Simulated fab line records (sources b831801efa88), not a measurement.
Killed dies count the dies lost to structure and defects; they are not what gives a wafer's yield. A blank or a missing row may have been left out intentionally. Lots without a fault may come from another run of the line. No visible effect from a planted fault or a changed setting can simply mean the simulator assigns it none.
Chamber matching + flow gf180mcu + 4 sister chambers for GF_STI_CMP_25 on cmp-02
The step polishes, stops on Si3N4, t overpolish 33 s, target thk 524.6 nm. 8 wafers are shown with their chamber, then 7 later ones without.

WAFERS WITH THEIR CHAMBER
| wafer  | chamber | motor_current_A (A) | time_to_endpoint_s (s) |
|--------|---------|---------------------|------------------------|
| L509.6 | 2       | 13.1                | 122                    |
| L512.3 | 1       | 13.0                | 127                    |
| L512.6 | 1       | 13.0                | 126                    |
| L516.1 | 2       | 12.9                | 123                    |
| L516.3 | 3       | 12.2                | 125                    |
| L516.5 | 3       | 12.2                | 120                    |
| L518.3 | 0       | 10.4                | 127                    |
| L518.5 | 0       | 10.5                | 126                    |

WAFERS MISSING THEIR CHAMBER
| wafer  | motor_current_A (A) | time_to_endpoint_s (s) |
|--------|---------------------|------------------------|
| L518.6 | 11.7                | 126                    |
| L522.2 | 9.8                 | 129                    |
| L522.4 | 12.8                | 127                    |
| L522.5 | 13.2                | 125                    |
| L523.4 | 12.6                | 134                    |
| L523.5 | 11.7                | 135                    |
| L523.6 | 13.1                | 135                    |

THE CHAMBER EACH PASSED THROUGH
| wafer  | from the rows above          | in truth                   |
|--------|------------------------------|----------------------------|
| L518.6 | 3                            | 3                          |
| L522.2 | 0                            | 0                          |
| L522.4 | can't be placed: 1 or 2      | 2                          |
| L522.5 | can't be placed: 1 or 2      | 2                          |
| L523.4 | can't be placed: 1 or 2 or 3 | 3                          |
| L523.5 | 3                            | 3                          |
| L523.6 | 1                            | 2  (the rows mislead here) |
3 of 7 placed correctly. Not placeable from these rows: 3 (in 3, the candidates include the true chamber). 1 placed wrongly.
How it was worked out, from the rows above alone: a wafer's distance from a chamber is the root of the sum, over the readings, of the square of ((its reading less the chamber's mean) divided by the reading's scatter). If the next closest chamber is less than 2 further off than the closest, the wafer can't be placed; otherwise it belongs to the closest. Each chamber's mean is taken over the wafers shown for it. How the scatter is found: for the shown wafers, subtract from each reading the mean of its chamber, square and add these, divide the total by (wafers less chambers), then take the root.
